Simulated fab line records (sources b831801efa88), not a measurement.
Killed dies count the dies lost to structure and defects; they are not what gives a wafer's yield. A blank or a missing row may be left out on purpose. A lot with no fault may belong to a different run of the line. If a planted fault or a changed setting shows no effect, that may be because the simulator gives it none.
2 desks looking at one fault || flow gf180mcu || every desk sees just its own numbers, and what lay behind them comes last

## THE METROLOGY DESK
What the gauges read, lot by lot, whatever tool the lot ran on: means of the sampled wafers that have a number. The brackets show how far a lot's mean lies from the usual mean; more than 4 standard deviations puts the lot out of limits, marked OUT.
Columns: A = V5_OVL at GF_V5_OVL_MEAS_15, usual -1 nm
{"lot": "L608", "first seen here": "day 27 10:20", "A": -7}
{"lot": "L609", "first seen here": "day 27 13:26", "A": -2}
{"lot": "L610", "first seen here": "day 27 22:27", "A": 3}
{"lot": "L611", "first seen here": "day 28 03:17", "A": 0}
{"lot": "L612", "first seen here": "day 28 11:14", "A": 7}
{"lot": "L613", "first seen here": "day 28 13:36", "A": 0}
{"lot": "L614", "first seen here": "day 29 04:10", "A": 1}
{"lot": "L617", "first seen here": "day 29 22:54", "A": 0}
{"lot": "L618", "first seen here": "day 30 14:55", "A": -1}
{"lot": "L619", "first seen here": "day 30 17:42", "A": -12}
{"lot": "L623", "first seen here": "day 31 22:55", "A": 4}
{"lot": "L625", "first seen here": "day 32 05:40", "A": 2}
{"lot": "L626", "first seen here": "day 32 11:33", "A": -3}
{"lot": "L629", "first seen here": "day 33 02:37", "A": -3}
This desk's verdict: no lot among the 14 shows anything out of limits.

## FOR THE TOOL OWNER'S DESK: furnace-02
The tool's own readings at GF_STI_OXIDATION_21 (stabilise 600 s, purge 300 s, target thk 15 nm): means of the sampled wafers that have a number, for each lot that ran on this tool. The brackets show how far a lot's mean lies from the usual mean; more than 4 standard deviations puts the lot out of limits, marked OUT.
Columns: A = zonePowerLowerPct at GF_STI_OXIDATION_21, usual 20.6 %
{"lot": "L611", "first seen here": "day 2 18:21", "A": 18.9}
{"lot": "L613", "first seen here": "day 3 03:31", "A": 18.6}
{"lot": "L614", "first seen here": "day 3 09:44", "A": 19.1}
{"lot": "L617", "first seen here": "day 4 00:44", "A": 18.9}
{"lot": "L619", "first seen here": "day 4 13:39", "A": 18.7}
{"lot": "L623", "first seen here": "day 5 10:29", "A": 19.0}
{"lot": "L626", "first seen here": "day 5 21:55", "A": 18.6}
This desk's verdict: no lot among the 7 shows anything out of limits.

## PUT TOGETHER
From the metrology desk's view, nothing was out of limits.
The desk of the tool owner found nothing out of limits.

## WHAT THE SIMULATOR HAD INSERTED
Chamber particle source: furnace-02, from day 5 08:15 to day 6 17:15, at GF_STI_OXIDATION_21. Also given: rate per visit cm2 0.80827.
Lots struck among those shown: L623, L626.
